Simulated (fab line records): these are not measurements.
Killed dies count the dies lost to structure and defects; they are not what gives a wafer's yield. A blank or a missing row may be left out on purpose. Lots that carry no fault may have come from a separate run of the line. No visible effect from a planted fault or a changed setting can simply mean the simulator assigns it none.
What tool caused it? + flow gf180mcu + 6 lots, 18 wafers sampled, at 2 steps of a route of 602

== WHAT THE GAUGES READ, wafer by wafer ==
GF_VT_IMPLANT_TW_MEAS_43.
| lot  | measured     | on           | VT_IMPLANT_4_TW |
|------|--------------|--------------|-----------------|
| L347 | day 8 04:59  | filmMetro-04 | 692 688 688     |
| L349 | day 8 16:28  | filmMetro-01 | 688 687 688     |
| L351 | day 9 02:58  | filmMetro-02 | 685 679 686     |
| L353 | day 9 21:02  | filmMetro-02 | 686 691 683     |
| L355 | day 10 05:40 | filmMetro-01 | 685 689 690     |
| L361 | day 11 23:11 | filmMetro-02 | 735 736 738     |

== WHICH TOOL RAN EACH LOT (tool, then ch and the chambers of the sampled wafers, then the start) ==
| lot  | GF_VT_IMPLANT_IMPLANT_41        |
|------|---------------------------------|
| L347 | implanter-01 ch 0, day 8 04:44  |
| L349 | implanter-01 ch 0, day 8 16:13  |
| L351 | implanter-03 ch 0, day 9 02:44  |
| L353 | implanter-02 ch 0, day 9 20:49  |
| L355 | implanter-03 ch 0, day 10 05:25 |
| L361 | implanter-02 ch 0, day 11 22:56 |
- GF_VT_IMPLANT_IMPLANT_41

== THE ANSWER, worked out from the rows above alone ==
Rule: the usual values come from the lots themselves. The widest of any qualifying gaps counts: lots, ordered by their means at a reading, are off when they make up no more than a third of the lots, leave a main group of 4 or more, and stand apart from it by 3 or more times the standard deviation of that group's means. A main group is skipped when, at the precision printed for the reading in the tables above, its means are all equal. A lot without any number at a reading at which 4 lots or more have one is off too. All remaining lots with rows at the step are treated as sound.
Off: L361, seen at GF_VT_IMPLANT_TW_MEAS_43 (VT_IMPLANT_4_TW). The main group has a mean of 687 with a standard deviation of 2.
If a tool, at a process step before that reading, ran all the lots that are off and no sound lot after the first of them, it fits. Those tools and the gauges at GF_VT_IMPLANT_TW_MEAS_43 are tried in the same way. This does not decide it: 2 tools fit, namely implanter-02 at GF_VT_IMPLANT_IMPLANT_41 and filmMetro-02 at GF_VT_IMPLANT_TW_MEAS_43.

== WHAT THE SIMULATOR HAD PUT IN ==
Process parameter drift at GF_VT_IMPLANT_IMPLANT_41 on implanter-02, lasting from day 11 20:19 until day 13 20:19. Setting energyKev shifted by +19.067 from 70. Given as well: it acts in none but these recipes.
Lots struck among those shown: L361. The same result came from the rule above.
